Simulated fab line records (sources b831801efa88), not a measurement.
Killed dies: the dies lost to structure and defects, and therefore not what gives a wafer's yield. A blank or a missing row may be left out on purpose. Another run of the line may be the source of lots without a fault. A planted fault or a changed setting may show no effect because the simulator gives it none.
fab line records	flow sky130
record lots=6	wafers=18	last_day=50
route steps=708 shown POLY_GATE@233 LDD_N@237 PAD_OPEN@708
lots that met no fault: from a run of the same line without faults
start_h: hours from the record's opening day to when the first of the lot's shown wafers began	wait_h: how many hours have passed since the lot's step before this one	" unchanged from the row above	L1.1+2: several wafers, shown together as one row	- no value, or no start given	* or withheld: withheld	< > ~ a bound
route shown NAME@n: names a module that has steps shown in the file, with the first one's number in the route	usual: mean/standard deviation taken from wafers without a fault	same: alike in all rows	chamber/n: place in a boat	sites: each site's reading	_std_site: their standard deviation	_edge_site: mean of outer sites minus mean of inner sites	radius_mm: how far each site lies from the wafer's centre	mask NAME#n: copy n	behind: the most recent tool/chamber to have shaped the wafer	hold: why the lot went on hold/how many hours it stayed there/how the hold came to an end	device: the n, p or np transistor that did not switch	end of line: the same wafers' tests at the end of the route	for a step that has no rows: nothing shown but its recipe	killed: dies that structure and defects cost at the first sort, which is not the same as the wafer's yield	map: dies across one wafer; x = killed, . = not, _ = none there
set.NAME: the setting that was run; set.NAME@STEP: the one run at that earlier step	model.NAME: the simulator's own value behind a step, which no gauge read
lots seen at some steps along the route; tables by step, rows by wafer
services: a tool's chamber out of use, with start hour (start_h, from the record's first day; less than 0 if before it), hours out, and reason
## steps
# step SKY_POLY_GATE_CLEAN_19
# recipe chemistry=SC1/SC2	mix=1:4:20	temp_c=70	time_s=150	dry=n2_spin
# step SKY_POLY_GATE_OXIDATION_20
# recipe temp_c=850	ambient=O2	stabilise_s=600	purge_s=300	target_thk_a=40	ox_time_s=899
# step SKY_POLY_GATE_THK_MEAS_21
# recipe reads=SiO2_of_POLY_GATE_OXIDATION_20
# usual POLY_GATE_OXIDATION_THK=3.97/0.083
lot.wafer	tool	chamber	start_h	wait_h	POLY_GATE_OXIDATION_THK[nm]
L764.2	film_metro-03	-	375.80	0.0	3.98
L764.3	"	-	"	"	3.96
L764.5	"	-	"	"	3.93
L768.2	film_metro-02	-	411.80	0.0	3.96
L768.3	"	-	"	"	3.93
L768.4	"	-	"	"	3.92
L774.2	film_metro-02	-	462.15	0.0	3.95
L774.5	"	-	"	"	4.05
L774.6	"	-	"	"	3.96
L775.1	film_metro-04	-	471.68	0.0	3.80
L775.3	"	-	"	"	3.85
L775.6	"	-	"	"	3.88
L778.1	film_metro-04	-	497.53	0.0	3.92
L778.2	"	-	"	"	3.93
L778.4	"	-	"	"	3.98
L785.3	film_metro-04	-	556.19	0.0	3.92
L785.4	"	-	"	"	3.97
L785.6	"	-	"	"	4.00
# step SKY_POLY_GATE_CD_MEAS_22
# usual cd_nm=149/3.2
lot.wafer	tool	chamber	start_h	wait_h	cd_nm
L764.2	cd_sem-02	-	375.88	0.1	146
L764.3	"	-	"	"	148
L764.5	"	-	"	"	144
L768.2	cd_sem-02	-	411.88	0.1	154
L768.3	"	-	"	"	155
L768.4	"	-	"	"	152
L774.2	cd_sem-01	-	462.22	0.1	156
L774.5	"	-	"	"	156
L774.6	"	-	"	"	150
L775.1	cd_sem-01	-	471.74	0.1	145
L775.3	"	-	"	"	151
L775.6	"	-	"	"	148
L778.1	cd_sem-02	-	497.64	0.1	152
L778.2	"	-	"	"	148
L778.4	"	-	"	"	150
L785.3	cd_sem-01	-	556.29	0.1	150
L785.4	"	-	"	"	150
L785.6	"	-	"	"	152
# step SKY_LDD_N_DEHYDRATE_00
# recipe temp_c=200	time_s=60
# step SKY_LDD_N_HMDS_01
# recipe prime_time_s=60	prime_temp_c=120
# step SKY_LDD_N_COAT_02
# recipe resist=NOVOLAK	spin_rpm=3000	resist_thk_nm=300
# step SKY_LDD_N_SOFTBAKE_03
# recipe temp_c=89.24	time_s=60	resist=NOVOLAK
# step SKY_LDD_N_EXPOSE_04
# recipe mask_id=NTM	target_cd_nm=840	na=0.6	source_shape=conventional	sigma_outer=0.6	dose_mj=110
# step SKY_LDD_N_PEB_05
# recipe temp_c=withheld	time_s=*	resist=NOVOLAK
# step SKY_LDD_N_DEVELOP_06
# recipe develop_time_s=60	dev_temp_c=23
# step SKY_LDD_N_OVL_MEAS_07
# usual LDD_N_OVL=-0.5/1.3
lot.wafer	tool	chamber	start_h	wait_h	LDD_N_OVL[nm]
L764.2	overlay-02	-	405.43	0.1	-1.7
L764.3	"	-	"	"	-1.4
L764.5	"	-	"	"	-1.1
L768.2	overlay-02	-	442.72	0.1	1.3
L768.3	"	-	"	"	0.2
L768.4	"	-	"	"	0.2
L774.2	overlay-02	-	493.47	0.1	-0.8
L774.5	"	-	"	"	0.4
L774.6	"	-	"	"	0.7
L775.1	overlay-02	-	502.33	0.1	-0.7
L775.3	"	-	"	"	0.0
L775.6	"	-	"	"	-1.7
L778.1	overlay-02	-	527.57	0.1	0.2
L778.2	"	-	"	"	-1.1
L778.4	"	-	"	"	-2.6
L785.3	overlay-02	-	585.14	0.1	0.9
L785.4	"	-	"	"	0.6
L785.6	"	-	"	"	-0.4
# step SKY_LDD_N_IMPLANT_08
# recipe species=As	energy_kev=20	dose_cm2=7.5e+13	tilt_deg=withheld	rotation_deg=23
# usual beam_on_s=10.03/0.2	dose_ions_cm2=7.502e+13/9.3e+10	faraday_current_uA=421/8.2
lot.wafer	tool	chamber	start_h	wait_h	beam_on_s	dose_ions_cm2	faraday_current_uA
L764.2	implanter-02	0	405.49	0.0	10.13	7.497e+13	416
L764.3	"	0	"	"	10.20	7.502e+13	413
L764.5	"	0	"	"	9.78	7.485e+13	430
L768.2	implanter-01	0	442.78	0.0	10.37	7.486e+13	404
L768.3	"	0	"	"	9.86	7.499e+13	428
L768.4	"	0	"	"	10.12	7.502e+13	417
L774.2	implanter-01	0	493.53	0.0	78.94	7.0223e+14	499
L774.5	"	0	"	"	79.86	7.0217e+14	496
L774.6	"	0	"	"	77.14	7.0219e+14	512
L775.1	implanter-01	0	502.37	0.0	80.63	7.0217e+14	493
L775.3	"	0	"	"	82.22	7.0231e+14	483
L775.6	"	0	"	"	79.15	7.0225e+14	499
L778.1	implanter-02	0	527.60	0.0	9.80	7.502e+13	430
L778.2	"	0	"	"	9.86	7.515e+13	429
L778.4	"	0	"	"	9.74	7.503e+13	432
L785.3	implanter-01	0	585.26	0.1	9.96	7.504e+13	426
L785.4	"	0	"	"	10.41	7.489e+13	407
L785.6	"	0	"	"	9.94	7.496e+13	424
# step SKY_LDD_N_IMPLANT_09
# recipe species=As	energy_kev=20	dose_cm2=7.5e+13	tilt_deg=withheld	rotation_deg=113
# step SKY_LDD_N_IMPLANT_10
# recipe species=As	energy_kev=20	dose_cm2=7.5e+13	tilt_deg=withheld	rotation_deg=203
# step SKY_LDD_N_IMPLANT_11
# recipe species=As	energy_kev=20	dose_cm2=7.5e+13	tilt_deg=withheld	rotation_deg=293
# step SKY_LDD_N_IMPLANT_12
# recipe species=BF2	energy_kev=50	dose_cm2=5e+12	tilt_deg=30	rotation_deg=0
# step SKY_LDD_N_IMPLANT_13
# recipe species=BF2	energy_kev=50	dose_cm2=5e+12	tilt_deg=30	rotation_deg=90
# step SKY_LDD_N_IMPLANT_14
# recipe species=BF2	energy_kev=50	dose_cm2=5e+12	tilt_deg=30	rotation_deg=180
# step SKY_LDD_N_IMPLANT_15
# recipe species=BF2	energy_kev=50	dose_cm2=5e+12	tilt_deg=30	rotation_deg=270
# step SKY_LDD_N_STRIP_16
# recipe chemistry=O2/N2	power_w=1400	pressure_mtorr=1500	platen_temp_c=withheld	o2_flow_sccm=3000	n2_flow_sccm=300	overash_fraction=0.5
# usual drypump_motor_current_A=5.7/0.64	oes_product_au=0.407/0.0044	strip_time_to_endpoint_s=4.322/0.017
lot.wafer	tool	chamber	start_h	wait_h	drypump_motor_current_A	oes_product_au	rf_hours_counter_h	strip_time_to_endpoint_s
L764.2	plasma_asher-03	1	406.66	0.1	4.9	0.408	59	4.291
L764.3	"	1	"	"	4.9	0.397	-	4.298
L764.5	"	1	"	"	4.9	0.409	-	4.318
L768.2	plasma_asher-02	1	443.95	0.1	5.5	0.416	73	4.335
L768.3	"	1	"	"	5.5	0.416	-	4.339
L768.4	"	0	"	"	6.4	0.413	-	4.332
L774.2	plasma_asher-01	0	494.70	0.1	4.9	0.414	36	5.705
L774.5	"	0	"	"	4.9	0.403	-	5.675
L774.6	"	1	"	"	5.6	0.410	-	5.681
L775.1	plasma_asher-02	1	503.57	0.1	5.5	0.413	79	5.666
L775.3	"	0	"	"	6.4	0.405	-	5.642
L775.6	"	0	"	"	6.4	0.413	-	5.652
L778.1	plasma_asher-01	1	528.80	0.1	5.6	0.407	40	4.312
L778.2	"	0	"	"	4.9	0.402	40	4.322
L778.4	"	0	"	"	4.9	0.409	-	4.342
L785.3	plasma_asher-01	0	587.59	0.2	4.9	0.409	-	4.315
L785.4	"	1	"	"	5.6	0.405	-	4.315
L785.6	"	0	"	"	4.9	0.406	-	4.311
# step SKY_LDD_N_TW_MEAS_17
# usual LDD_N_TW=2594/15
lot.wafer	tool	chamber	start_h	wait_h	hold	LDD_N_TW
L764.2	film_metro-01	-	406.77	0.1	-	2580
L764.3	"	-	"	"	-	2593
L764.5	"	-	"	"	-	2589
L768.2	film_metro-04	-	444.06	0.1	-	2621
L768.3	"	-	"	"	-	2617
L768.4	"	-	"	"	-	2614
L774.2	film_metro-01	-	494.81	0.1	await_dispo/0.2h/release	3008
L774.5	"	-	"	"	await_dispo/0.2h/release	3002
L774.6	"	-	"	"	await_dispo/0.2h/release	3001
L774.2	film_metro-01	-	495.04	0.2	-	3007
L774.5	"	-	"	"	-	3002
L774.6	"	-	"	"	-	3004
L775.1	film_metro-04	-	503.67	0.1	await_dispo/0.2h/release	3040
L775.3	"	-	"	"	await_dispo/0.2h/release	3033
L775.6	"	-	"	"	await_dispo/0.2h/release	3032
L775.1	film_metro-04	-	503.90	0.2	-	3023
L775.3	"	-	"	"	-	3023
L775.6	"	-	"	"	-	3042
L778.1	film_metro-04	-	528.90	0.1	-	2600
L778.2	"	-	"	"	-	2603
L778.4	"	-	"	"	-	2589
L785.3	film_metro-01	-	587.68	0.1	-	2605
L785.4	"	-	"	"	-	2594
L785.6	"	-	"	"	-	2595
# step SKY_PAD_OPEN_PROBE_99
# usual killed_at_M0_to_M3=42/7.2	killed_at_M4_up=3.4/2.1	killed_at_contacts=24/5.4	killed_at_front_end=15/4	killed_at_other=0.3/0.53	killed_dies=85/8.8	killed_open=47/6.7	killed_short=38/6.5
# same gross_dies=492	killed_at_back_side=0
lot.wafer	tool	chamber	start_h	wait_h	killed_at_M0_to_M3	killed_at_M4_up	killed_at_contacts	killed_at_front_end	killed_at_other	killed_dies	killed_open	killed_short	model.etest.tip_n.rs_ohm_sq	model.etest.nfet_01v8.r_on_ohm_um	model.etest.nfet_01v8_lvt.drive_ua_um	model.etest.nfet_01v8.drive_ua_um	model.etest.nfet_01v8_turned.drive_ua_um	model.etest.sram_nfet_pass.drive_ua_um	model.etest.nfet_01v8_swapped.drive_ua_um	model.etest.tip_n.rs_ohm_sq_range
L764.2	prober-02	-	1079.19	0.1	38	2	22	18	0	80	52	28	439.7	819.8	578	508.5	511.5	473.6	506.6	13.64
L764.3	prober-02	-	1079.24	0.2	38	3	23	19	0	83	49	33	445.5	836.2	568.3	499.7	501.5	483	494.5	10.84
L764.5	prober-02	-	1079.34	0.2	41	3	34	11	1	90	52	38	446.2	813.6	590.7	513.5	516.5	503.7	520.1	7.685
L768.2	prober-02	-	1105.55	0.1	43	2	14	13	0	72	40	32	439.5	848.3	561	488.2	493.9	483.7	491.4	11.85
L768.3	prober-02	-	1105.60	0.2	39	1	21	17	0	78	38	40	436	867	558.8	484.5	484.8	460.5	482.6	13.83
L768.4	prober-02	-	1105.65	0.2	31	4	21	18	0	74	39	34	437.7	850.6	555.6	487.5	486.2	489.8	483.7	12.34
L774.2	prober-02	-	1138.25	0.1	55	3	18	11	0	87	45	42	259	780.4	621.5	553.7	545.8	528.1	534.5	6.198
L774.5	prober-02	-	1138.40	0.2	38	5	19	14	0	76	34	42	257.6	757.4	643.2	571.6	569.8	543.6	558.4	7.548
L774.6	prober-02	-	1138.45	0.2	42	4	37	13	1	97	47	50	256.2	767.3	645.9	565.5	563.6	541	553.8	7.475
L775.1	prober-01	-	1142.95	0.1	48	3	37	9	0	97	56	41	255.1	749.5	639.6	567	564	539.5	555.3	10.33
L775.3	prober-01	-	1143.05	0.2	43	0	18	11	0	72	40	32	256.2	768.5	616.9	547.4	540	512.8	531.6	8.99
L775.6	prober-01	-	1143.20	0.2	37	5	33	13	0	88	51	37	253.7	745.2	649.5	571.5	568	522.6	559.9	7.405
L778.1	prober-02	-	1161.16	0.1	40	2	27	15	0	84	50	31	438.2	828	575	503	501	484.4	501.1	17.31
L778.2	prober-02	-	1161.21	0.1	36	0	21	12	1	70	31	38	437.7	814.9	589.7	513.1	513.9	510.5	515.2	17.76
L778.4	prober-02	-	1161.31	0.2	36	7	23	17	0	83	42	39	443.5	817.4	581.9	510.7	511.3	482.4	510.6	13.45
L785.3	prober-02	-	1193.14	0.2	52	4	27	13	0	96	51	45	439.4	873.7	549.7	485.8	483.5	463.8	487.3	12.55
L785.4	prober-02	-	1193.19	0.2	46	3	32	11	1	93	49	44	441.1	852.6	567.1	492.7	498.8	465.9	497	16.02
L785.6	prober-02	-	1193.29	0.2	47	6	22	14	1	90	51	39	442.6	867.3	559.1	493.2	488.1	486.4	496.2	11.72
# killed by level:class
L764.2 VIA1:geometric_particle:open=10 CONTACT:geometric_particle:open=8 VIA2:geometric_particle:open=7 VIA3:geometric_particle:open=7 POLY_GATE:geometric_particle:open=6 LI_CONTACT:geometric_particle:open=6 POLY_GATE:geometric_particle:short=5 LI_CONTACT:geometric_particle:short=4
L764.3 VIA3:geometric_particle:open=12 CONTACT:geometric_particle:open=10 VIA1:geometric_particle:open=7 POLY_GATE:geometric_particle:open=6 LI_CONTACT:geometric_particle:open=6 METAL1:geometric_particle:short=5 FIELD_ISO:geometric_particle:open=4 VIA1:geometric_particle:short=4
L764.5 CONTACT:geometric_particle:open=14 VIA1:geometric_particle:open=14 LOCAL_INTERCONNECT:geometric_particle:short=6 LI_CONTACT:geometric_particle:open=5 CONTACT:geometric_particle:short=5 VIA3:geometric_particle:open=5 VIA1:geometric_particle:short=5 METAL2:geometric_particle:short=4
L768.2 VIA1:geometric_particle:open=7 VIA3:geometric_particle:open=7 METAL1:geometric_particle:short=6 VIA2:geometric_particle:open=6 POLY_GATE:geometric_particle:short=5 CONTACT:geometric_particle:open=5 FIELD_ISO:geometric_particle:open=4 VIA2:geometric_particle:short=4
L768.3 METAL2:geometric_particle:short=9 VIA3:geometric_particle:open=8 POLY_GATE:geometric_particle:short=6 LI_CONTACT:geometric_particle:open=6 CONTACT:geometric_particle:short=6 METAL1:geometric_particle:short=5 POLY_GATE:geometric_particle:open=4 CONTACT:geometric_particle:open=4
L768.4 CONTACT:geometric_particle:open=8 POLY_GATE:geometric_particle:short=7 VIA2:geometric_particle:open=6 VIA3:geometric_particle:open=6 POLY_GATE:geometric_particle:open=5 VIA1:geometric_particle:open=5 LOCAL_INTERCONNECT:geometric_particle:short=5 VIA1:geometric_particle:short=5
L774.2 VIA1:geometric_particle:open=16 VIA1:geometric_particle:short=8 CONTACT:geometric_particle:open=7 FIELD_ISO:geometric_particle:short=6 METAL1:geometric_particle:short=6 METAL2:geometric_particle:short=5 VIA3:geometric_particle:open=5 LI_CONTACT:geometric_particle:open=4
L774.5 METAL1:geometric_particle:short=9 VIA1:geometric_particle:open=9 CONTACT:geometric_particle:open=7 VIA1:geometric_particle:short=6 POLY_GATE:geometric_particle:open=5 VIA3:geometric_particle:open=5 FIELD_ISO:geometric_particle:short=4 POLY_GATE:geometric_particle:short=4
L774.6 CONTACT:geometric_particle:open=13 VIA1:geometric_particle:open=9 VIA3:geometric_particle:open=7 CONTACT:geometric_particle:short=6 LI_CONTACT:geometric_particle:open=6 VIA1:geometric_particle:short=6 POLY_GATE:geometric_particle:short=5 LI_CONTACT:geometric_particle:short=5
L775.1 VIA1:geometric_particle:open=14 CONTACT:geometric_particle:open=11 LI_CONTACT:geometric_particle:open=10 VIA2:geometric_particle:open=8 CONTACT:geometric_particle:short=7 METAL2:geometric_particle:short=7 VIA3:geometric_particle:open=6 LOCAL_INTERCONNECT:geometric_particle:short=5
L775.3 VIA1:geometric_particle:open=9 CONTACT:geometric_particle:open=8 METAL2:geometric_particle:short=7 LI_CONTACT:geometric_particle:open=6 METAL1:geometric_particle:short=5 VIA3:geometric_particle:short=5 VIA1:geometric_particle:short=4 FIELD_ISO:geometric_particle:open=3
L775.6 LI_CONTACT:geometric_particle:open=12 VIA1:geometric_particle:open=12 CONTACT:geometric_particle:open=9 METAL1:geometric_particle:short=6 CONTACT:geometric_particle:short=5 FIELD_ISO:geometric_particle:open=4 LOCAL_INTERCONNECT:geometric_particle:short=4 METAL2:geometric_particle:short=4
L778.1 VIA1:geometric_particle:open=14 CONTACT:geometric_particle:open=11 LI_CONTACT:geometric_particle:open=8 METAL1:geometric_particle:short=6 VIA1:geometric_particle:short=5 SPACER:geometric_particle:short=4 FIELD_ISO:geometric_particle:open=3 POLY_GATE:geometric_particle:short=3
L778.2 CONTACT:geometric_particle:open=8 CONTACT:geometric_particle:short=6 METAL1:geometric_particle:short=5 VIA1:geometric_particle:open=5 VIA2:geometric_particle:open=5 VIA2:geometric_particle:short=4 LI_CONTACT:geometric_particle:open=4 VIA1:geometric_particle:short=4
L778.4 VIA1:geometric_particle:open=10 VIA3:geometric_particle:open=8 CONTACT:geometric_particle:open=6 METAL4:geometric_particle:short=6 FIELD_ISO:geometric_particle:short=5 CONTACT:geometric_particle:short=5 METAL1:geometric_particle:short=4 LI_CONTACT:geometric_particle:open=4
L785.3 VIA1:geometric_particle:open=12 CONTACT:geometric_particle:open=11 METAL2:geometric_particle:short=8 LI_CONTACT:geometric_particle:open=8 FIELD_ISO:geometric_particle:short=5 POLY_GATE:geometric_particle:open=5 CONTACT:geometric_particle:short=5 VIA1:geometric_particle:short=5
L785.4 LI_CONTACT:geometric_particle:open=10 CONTACT:geometric_particle:open=10 METAL1:geometric_particle:short=8 METAL2:geometric_particle:short=7 VIA2:geometric_particle:open=7 VIA1:geometric_particle:open=6 VIA2:geometric_particle:short=6 CONTACT:geometric_particle:short=5
L785.6 VIA1:geometric_particle:open=16 VIA3:geometric_particle:open=9 LI_CONTACT:geometric_particle:open=8 POLY_GATE:geometric_particle:short=6 CONTACT:geometric_particle:open=6 VIA2:geometric_particle:open=5 METAL2:geometric_particle:short=5 LI_CONTACT:geometric_particle:short=4
## services
tool	chamber	start_h	hours	kind
plasma_asher-01	-	456.35	8.5	repair
plasma_asher-03	-	463.66	2.7	repair
plasma_asher-02	-	472.21	9.0	repair
implanter-02	-	477.81	1.0	repair
plasma_asher-03	-	489.27	2.8	pm
implanter-01	-	504.81	2.8	pm
plasma_asher-01	-	517.19	3.9	repair
implanter-02	-	534.53	0.5	repair
implanter-01	-	555.45	2.3	repair
plasma_asher-01	-	561.18	22.9	pm
## key
first_sign step=SKY_LDD_N_IMPLANT_08	reading=dose_ions_cm2	direction=up	sigmas=99+	usual=*	struck=*
effect step=SKY_LDD_N_IMPLANT_08	reading=beam_on_s	direction=up	sigmas=99+	usual=10.03	struck=79.66
effect step=SKY_LDD_N_STRIP_16	reading=strip_time_to_endpoint_s	direction=up	sigmas=80	usual=*	struck=*
effect step=SKY_LDD_N_TW_MEAS_17	reading=visit	direction=added
effect step=SKY_LDD_N_TW_MEAS_17	reading=LDD_N_TW	direction=up	sigmas=28	usual=2594	struck=3020
model_effect step=SKY_PAD_OPEN_PROBE_99	value=etest.tip_n.rs_ohm_sq	without=442.6	struck=256.3
met_at SKY_LDD_N_IMPLANT_08
struck_wafers L774.2,L774.5,L774.6,L775.1,L775.3,L775.6
tester_left_out L774,L775
onset_between 442.78 493.53
fault kind=process_parameter_drift	tool=implanter-01	chamber=-	onset_h=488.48	steps=SKY_LDD_N_IMPLANT_08	channel=dose_cm2	offset=*	shape=step	end_h=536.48	acts_in=*	stated=*
# tester_left_out: of these lots the tester's yield and bins aren't shown, on N5 and GAA mostly nor the transistor test; their killed dies are dies lost to structure and defects alone, not to doping, threshold or leakage, so they don't give the yield
